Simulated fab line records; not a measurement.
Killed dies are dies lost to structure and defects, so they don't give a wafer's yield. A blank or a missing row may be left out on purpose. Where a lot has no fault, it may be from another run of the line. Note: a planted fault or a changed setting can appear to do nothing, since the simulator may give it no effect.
A struck lot beside a sound one -- flow gf180mcu -- 16 out of 602 route steps
Sound: wafers L168.3, L168.5, L168.6. The struck wafers were L184.1, L184.2, L184.5. The cause is given at the end.
Per side, at each step with rows, come the tool, then ch with its chambers, and then its first start. Under that, the readings that differ: sound wafers -- struck wafers -- difference of the means -- sigmas: that difference in standard deviations of wafers without a fault.
alike: readings with means less than 2 such deviations apart, plus words and numbers identical on both sides. not compared: withheld readings, readings lacking a value on some wafer, bounds such as >300 that could conceal the same value, and numbers that have no deviation in the record and whose values overlap.
A row with sigmas, a row that says differs or no value, or rows on one side alone: a step with any of these is where the two part. Numbers that don't overlap but have no deviation are shown without sigmas and don't part them. A reading that every wafer of one side lacks parts them only if that side has two wafers or more.

first, 1 step without rows for these wafers: GF_TOP_METAL_CLEAN_19 (cleans in DIW).
GF_PASSIVATION_CVD_00: deposits SiO2 from TEOS, target thk 1000 nm, time 111.95 s.
  sound on pecvd-01 ch 1,2, day 28 08:28; struck on pecvd-04 ch 0,2, day 32 22:43
  alike: heater_power_w
  not compared: since_wet_clean_h
GF_PASSIVATION_THK_MEAS_01:
  sound on film_metro-04, day 28 08:34; struck on film_metro-03, day 32 22:47
  alike: PASSIVATION_CVD_00_THK
GF_PASSIVATION_CVD_02: deposits Si3N4, target thk 700 nm, time 486.18 s.
  sound on pecvd-03 ch 0,1, day 28 08:45; struck on pecvd-03 ch 0,1,2, day 32 22:51
  alike: heater_power_w
  not compared: since_wet_clean_h
GF_PASSIVATION_THK_MEAS_03:
  sound on film_metro-03, day 28 09:03; struck on film_metro-02, day 32 23:08
  alike: PASSIVATION_CVD_02_THK
then, 7 steps without rows for these wafers: GF_PASSIVATION_DEHYDRATE_04 (time 60 s); GF_PASSIVATION_HMDS_05 (prime time 60 s); GF_PASSIVATION_COAT_06 (resist thk 4000 nm); GF_PASSIVATION_SOFTBAKE_07; GF_PASSIVATION_EXPOSE_08 (exposes mask Pad, target cd 40000 nm); GF_PASSIVATION_PEB_09; GF_PASSIVATION_DEVELOP_10 (develop time 60 s).
GF_PASSIVATION_ETCH_11: etches the open film in CF4/O2, stops on TiN, target depth 2040 nm, time 453.3 s.
  sound on rie_diel-03 ch 0,1, day 29 03:21; struck on rie_diel-01 ch 0,1, day 33 14:08
reading,sound,struck,difference,sigmas
oes_product_au (a.u.),0.995 0.981 0.988,0.904 0.918 0.914,-0.076,-12
rf_fwd_power_W (W),796.5 800.0 795.8,669.6 673.5 670.8,-126.1,-50
throttle_valve_pct (%),5.977 5.980 5.968,5.955 5.943 5.953,-0.025,-3
model.coat_of_PASSIVATION_COAT_06.thk_nm (nm),2650 2689 2636,2848 2819 2840,+177,
  alike: bias_w, drypump_motor_current_A
  not compared: rf_hours_counter_h
GF_PASSIVATION_STRIP_12: strips in O2/N2.
  sound on plasma_asher-01 ch 0,1, day 29 03:39; struck on plasma_asher-02 ch 0,1, day 33 14:24
reading,sound,struck,difference,sigmas
heater_power_w (W),385 349 372,254 328 254,-90,-2
strip_time_to_endpoint_s (s),32.16 32.61 32.03,34.42 34.10 34.31,+2.01,+7
  alike: drypump_motor_current_A, n2_flow_sccm, oes_product_au
  not compared: rf_hours_counter_h
then, 1 step without rows for these wafers: GF_PASSIVATION_ANNEAL_13 (time 1800 s).
GF_PASSIVATION_PROBE_99:
  sound on prober-02, day 29 05:26; struck on prober-01, day 33 16:07
reading,sound,struck,difference,sigmas
model.etest.tester.sort_n_pass,447 450 437,412 411 415,-32,
model.etest.tester.sort_yield_pct (%),90.85 91.46 88.82,83.74 83.54 84.35,-6.50,
model.etest.tester.sort_bin_5_pct (%),5.285 5.488 7.52,10.98 10.98 11.79,+5.15,

== WHERE THEY PART ==
At GF_PASSIVATION_ETCH_11 first; at GF_PASSIVATION_STRIP_12 last (within this record only).

WHY: what the simulator had put in
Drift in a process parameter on rie_diel-01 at GF_PASSIVATION_ETCH_11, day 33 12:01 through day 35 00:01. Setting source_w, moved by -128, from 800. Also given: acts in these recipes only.
